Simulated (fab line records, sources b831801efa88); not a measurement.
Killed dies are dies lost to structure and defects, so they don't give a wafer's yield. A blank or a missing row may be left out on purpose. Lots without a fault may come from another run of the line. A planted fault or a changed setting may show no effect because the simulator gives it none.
fab line records | flow sfq_line
record lots=7 wafers=21 last_day=77
route steps=325 shown I0@55 M1@58
lots that met no fault: from a run of the same line without faults
start_h: hours from the record's first day to the start of the lot's first wafer shown | wait_h: hours since the lot's step before | " the same as in the row above | L1.1+2: a row that stands for several wafers | - no value, or no start given | * or withheld: withheld | < > ~ a bound
route shown NAME@n: a module of which the file shows steps, and the number in the route of the first | usual: mean/standard deviation of fault-free wafers | same: alike in all rows | chamber/n: place in a boat | sites: the reading at each site | _std_site: their standard deviation | _edge_site: outer sites' mean less inner sites' | radius_mm: how far each site lies from the wafer's centre | mask NAME#n: copy n | behind: the tool/chamber that last shaped the wafer | hold: why the lot was held/for how many hours/how that ended | device: the transistor (n, p or np) that didn't switch | end of line: the same wafers' tests at the end of the route | a step without rows: its recipe alone | killed: dies lost to structure and defects at the first sort, not the wafer's yield | map: a wafer's dies, x killed, . not, _ none there
set.NAME: the setting as run; set.NAME@STEP: as run at that earlier step | model.NAME: the simulator's own value behind a step, which no gauge read
lots at some steps of the route; a table a step, a row a wafer
services: from which hour (start_h, from the record's first day; less than 0 if before it) a tool's chamber was out of use, for how many hours, and why
## steps
# step SFQ_TRILAYER_I0_VIA_ETCH_VIA_ETCH_034
# recipe target=SiO2 stop_on=Nb mask_material=PR taper_deg=20 chemistry=CHF3 target_depth_nm=260 source_w=500 bias_w=80 pressure_mtorr=30 time_s=withheld
# usual chamber_pressure_mTorr=29.999/0.025 drypump_motor_current_A=5.7/0.42 oes_product_au=0.855/0.0053
# columns lot.wafer tool chamber start_h wait_h chamber_pressure_mTorr drypump_motor_current_A oes_product_au
L103.3 rie_diel-02 1 307.28 0.0 29.999 6.1 0.853
L103.4 " 1 " " 29.978 6.1 0.861
L103.5 " 3 " " 30.014 5.8 0.853
L104.1 rie_diel-01 1 313.28 0.0 30.011 5.9 0.854
L104.3 " 2 " " 30.009 6.1 0.849
L104.4 " 1 " " 29.986 5.8 0.853
L105.1 rie_diel-01 0 325.28 0.0 29.985 4.7 0.842
L105.3 " 1 " " 29.997 5.9 0.843
L105.5 " 0 " " 29.998 4.8 0.857
L106.2 rie_diel-02 0 332.48 0.0 30.037 6.0 0.852
L106.3 " 2 " " 29.995 6.1 0.855
L106.4 " 2 " " 30.018 6.1 0.857
L109.1 rie_diel-02 3 346.88 0.0 29.959 5.8 0.857
L109.2 " 0 " " 29.939 6.0 0.851
L109.4 " 1 " " 29.948 6.1 0.855
L114.1 rie_diel-01 2 379.28 0.0 29.970 6.1 0.861
L114.2 " 3 " " 30.021 5.7 0.852
L114.3 " 1 " " 30.015 5.8 0.861
L115.1 rie_diel-04 3 382.88 0.0 29.986 5.8 0.859
L115.3 " 1 " " 29.994 5.8 0.863
L115.4 " 2 " " 29.991 5.9 0.842
# step SFQ_TRILAYER_I0_VIA_STRIP_STRIP_035
# recipe gas=O2 power_w=200 platen_temp_c=40 overash_fraction=0.65 chemistry=O2 pressure_mtorr=50
# usual chamber_pressure_mTorr=49.99/0.045 drypump_motor_current_A=5.6/0.46 oes_product_au=1.002/0.012 platen_temp_c=40.01/0.11
# columns lot.wafer tool chamber start_h wait_h chamber_pressure_mTorr drypump_motor_current_A oes_product_au platen_temp_c rf_hours_counter_h
L103.3 rie_metal-02 1 307.59 - 50.03 5.6 0.986 40.01 -
L103.4 " 0 " " 50.01 6.3 1.001 40.12 -
L103.5 " 1 " " 50.01 5.6 0.997 40.07 -
L104.1 rie_metal-02 1 313.39 - 50.10 5.6 1.000 40.22 35
L104.3 " 1 " " 50.08 5.6 1.002 40.00 -
L104.4 " 0 " " 49.94 6.4 1.005 39.89 -
L105.1 rie_metal-01 0 325.39 - 49.99 5.0 1.007 40.24 50
L105.3 " 0 " " 49.99 5.0 1.023 40.02 -
L105.5 " 1 " " 50.00 5.8 1.003 39.90 -
L106.2 rie_metal-02 0 332.59 - 49.98 6.3 1.011 40.07 24
L106.3 " 0 " " 50.04 6.3 1.006 40.02 -
L106.4 " 1 " " 49.95 5.6 1.004 40.05 -
L109.1 rie_metal-03 0 346.99 - 49.97 5.1 1.022 39.96 146
L109.2 " 1 " " 49.99 5.3 1.002 39.85 135
L109.4 " 1 " " 50.01 5.3 0.995 40.00 -
L114.1 rie_metal-01 1 379.39 - 50.03 5.8 0.991 40.05 44
L114.2 " 1 " " 50.02 5.8 0.984 39.94 -
L114.3 " 1 " " 50.03 5.8 0.995 39.91 -
L115.1 rie_metal-03 0 382.99 - 49.98 5.1 1.036 40.27 151
L115.3 " 1 " " 49.90 5.3 0.997 40.10 -
L115.4 " 0 " " 49.98 5.1 1.031 40.02 -
# step SFQ_TRILAYER_I0_VIA_STRIP_SOLV_CLEAN_036
# recipe chemistry=NMP temp_c=70 time_s=600
# step SFQ_TRILAYER_M1_DEP_PRE_CLEAN_038
# recipe gas=Ar time_s=22.5 bias_v=250
# step SFQ_TRILAYER_M1_DEP_SPUTTER_037
# recipe material=Nb base_pressure_pa=1.33e-06 chamber_pressure_pa=0.1333 substrate_temp_c=20 resputter_cathode_voltage_v=400 target_thk_nm=200 power_w=2000 time_s=133.3
# usual cathode_dc_power_W=2000.0/0.4 throttle_valve_pct=29.9/0.86
# same time_s=133.3
# columns lot.wafer tool chamber start_h wait_h cathode_dc_power_W throttle_valve_pct
L103.3 pvd_sputter-04 - 308.20 0.0 2000.0 29.8
L103.4 " - " " 1999.8 31.7
L103.5 " - " " 2000.0 29.5
L104.1 pvd_sputter-06 - 314.37 0.0 1999.6 29.1
L104.3 " - " " 1999.6 30.7
L104.4 " - " " 2000.7 31.3
L105.1 pvd_sputter-06 - 326.37 0.0 1999.7 30.5
L105.3 " - " " 2000.1 29.4
L105.5 " - " " 1999.7 29.3
L106.2 pvd_sputter-04 - 333.40 0.0 1999.9 31.4
L106.3 " - " " 2000.2 29.5
L106.4 " - " " 1999.8 29.0
L109.1 pvd_sputter-04 - 347.80 0.0 2000.1 31.9
L109.2 " - " " 1999.5 29.5
L109.4 " - " " 1999.8 29.3
L114.1 pvd_sputter-03 - 380.80 0.0 2000.4 30.0
L114.2 " - " " 2000.8 29.7
L114.3 " - " " 2000.4 30.1
L115.1 pvd_sputter-06 - 383.80 0.0 2000.8 29.0
L115.3 " - " " 2000.7 29.6
L115.4 " - " " 2000.2 30.6
# step SFQ_M1_RS_MEAS_909
# recipe thk_meas_gauge=four-point-probe reads=Nb_of_TRILAYER_M1_DEP_SPUTTER_037
# usual M1_NB_RS=0.892/0.012
# columns lot.wafer tool chamber start_h wait_h M1_NB_RS[ohm/sq]
L103.3 film_metro-02 - 308.33 0.1 0.922
L103.4 " - " " 0.933
L103.5 " - " " 0.918
L104.1 film_metro-03 - 314.46 0.0 0.886
L104.3 " - " " 0.870
L104.4 " - " " 0.903
L105.1 film_metro-02 - 326.46 0.0 0.880
L105.3 " - " " 0.887
L105.5 " - " " 0.885
L106.2 film_metro-01 - 333.51 0.1 0.897
L106.3 " - " " 0.883
L106.4 " - " " 0.903
L109.1 film_metro-01 - 347.89 0.0 0.908
L109.2 " - " " 0.904
L109.4 " - " " 0.909
L114.1 film_metro-03 - 380.89 0.0 0.897
L114.2 " - " " 0.890
L114.3 " - " " 0.890
L115.1 film_metro-01 - 383.89 0.0 0.897
L115.3 " - " " 0.882
L115.4 " - " " 0.885
# step SFQ_TRILAYER_M1_LITHO_COAT_044
# recipe resist=BARC spin_rpm=3000 resist_thk_nm=62
# step SFQ_TRILAYER_M1_LITHO_COAT_039
# recipe resist=KrF spin_rpm=3000 resist_thk_nm=600
# step SFQ_TRILAYER_M1_LITHO_SOFTBAKE_043
# recipe temp_c=withheld time_s=withheld resist=KrF
# step SFQ_TRILAYER_M1_LITHO_EXPOSE_040
# recipe mask_id=M1 na=0.6 source_shape=conventional sigma_outer=0.65 target_cd_nm=500 dose_mj=14.4
# step SFQ_TRILAYER_M1_LITHO_PEB_042
# recipe peb_temp_c=115 peb_time_s=60 resist=KrF
# step SFQ_TRILAYER_M1_LITHO_DEVELOP_041
# recipe time_s=60 resist=KrF
# usual chill_plate_temp_C=23.02/0.096 exhaust_pa=45.1/1 time_s=60/0
# columns lot.wafer tool chamber start_h wait_h chill_plate_temp_C exhaust_pa time_s model.KrF_of_TRILAYER_M1_LITHO_COAT_039.thk_nm
L103.3 litho_track-02 0 374.31 0.1 23.08 44.6 60 575.1
L103.4 " 0 " " 22.89 46.3 60 577.1
L103.5 " 0 " " 22.96 45.6 60 576.2
L104.1 litho_track-03 - 377.86 0.1 - - - 601.2
L104.3 " - " " - - - 603.2
L104.4 " - " " - - - 601.2
L105.1 litho_track-03 - 388.66 0.1 - - - 598.5
L105.3 " - " " - - - 599.1
L105.5 " - " " - - - 597.9
L106.2 litho_track-01 - 397.08 0.1 - - - 600.6
L106.3 " - " " - - - 600.6
L106.4 " - " " - - - 601.3
L109.1 litho_track-03 0 414.61 0.1 22.96 45.0 60 574.8
L109.2 " 0 " " 23.05 45.8 60 575.9
L109.4 " 0 " " 22.96 43.9 60 575.6
L114.1 litho_track-01 0 444.51 0.1 23.03 46.2 60 575.3
L114.2 " 0 " " 23.10 45.5 60 576.1
L114.3 " 0 " " 23.11 45.1 60 577.5
L115.1 litho_track-03 0 445.71 0.1 22.98 45.2 60 577.1
L115.3 " 0 " " 23.20 45.3 60 576.5
L115.4 " 0 " " 23.17 43.3 60 575.4
# step SFQ_M1_OVL_MEAS_911
# usual M1_OVL=-2/6
# columns lot.wafer tool chamber start_h wait_h M1_OVL[nm]
L103.3 overlay-02 - 374.42 0.1 -7
L103.4 " - " " -7
L103.5 " - " " -10
L104.1 overlay-01 - 378.01 0.1 -
L104.3 " - " " -
L104.4 " - " " -
L105.1 overlay-02 - 388.81 0.1 -
L105.3 " - " " -
L105.5 " - " " -
L106.2 overlay-02 - 397.21 0.1 -
L106.3 " - " " -
L106.4 " - " " -
L109.1 overlay-02 - 414.76 0.1 -5
L109.2 " - " " -2
L109.4 " - " " 1
L114.1 overlay-01 - 444.66 0.1 -8
L114.2 " - " " -5
L114.3 " - " " -7
L115.1 overlay-01 - 445.86 0.1 -1
L115.3 " - " " -1
L115.4 " - " " 3
## services
# columns tool chamber start_h hours kind
rie_diel-02 2 294.10 - clean
rie_diel-02 2 294.10 17.5 scheduled_down
rie_diel-02 2 294.10 17.5 vent_cycle
rie_diel-01 3 294.42 - clean
rie_diel-01 3 294.42 30.7 scheduled_down
rie_metal-01 - 298.66 1.4 pm
pvd_sputter-06 - 306.56 7.0 repair
rie_diel-04 - 311.40 1.0 repair
pvd_sputter-04 - 314.72 3.4 repair
rie_metal-02 - 333.19 28.1 pm
rie_metal-03 0 354.18 1.6 repair
pvd_sputter-04 - 355.20 6.6 repair
rie_metal-01 0 368.78 20.3 repair
rie_metal-01 - 374.90 0.7 repair
rie_diel-04 - 377.89 2.8 pm
rie_metal-02 - 384.15 3.0 repair
rie_diel-01 3 384.32 9.5 repair
rie_diel-04 - 388.08 15.6 pm
rie_diel-02 0 406.87 3.5 repair
rie_diel-02 3 409.13 2.0 repair
rie_diel-01 3 409.49 12.7 repair
pvd_sputter-06 - 412.21 0.8 repair
rie_diel-01 1 421.99 2.0 repair
pvd_sputter-04 - 424.17 4.3 repair
## key
first_sign step=SFQ_TRILAYER_M1_LITHO_DEVELOP_041 reading=tool_record direction=missing
effect none on later readings
model_effect step=SFQ_TRILAYER_M1_LITHO_DEVELOP_041 value=KrF_of_TRILAYER_M1_LITHO_COAT_039.thk_nm without=575 struck=600.4
met_at SFQ_TRILAYER_M1_LITHO_DEVELOP_041
struck_wafers L104.1,L104.3,L104.4,L105.1,L105.3,L105.5,L106.2,L106.3,L106.4
fault kind=skipped_step_whole tool=litho_track-01,litho_track-03 chamber=- onset_h=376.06 steps=SFQ_TRILAYER_M1_LITHO_DEVELOP_041 scope=struck_lots_only
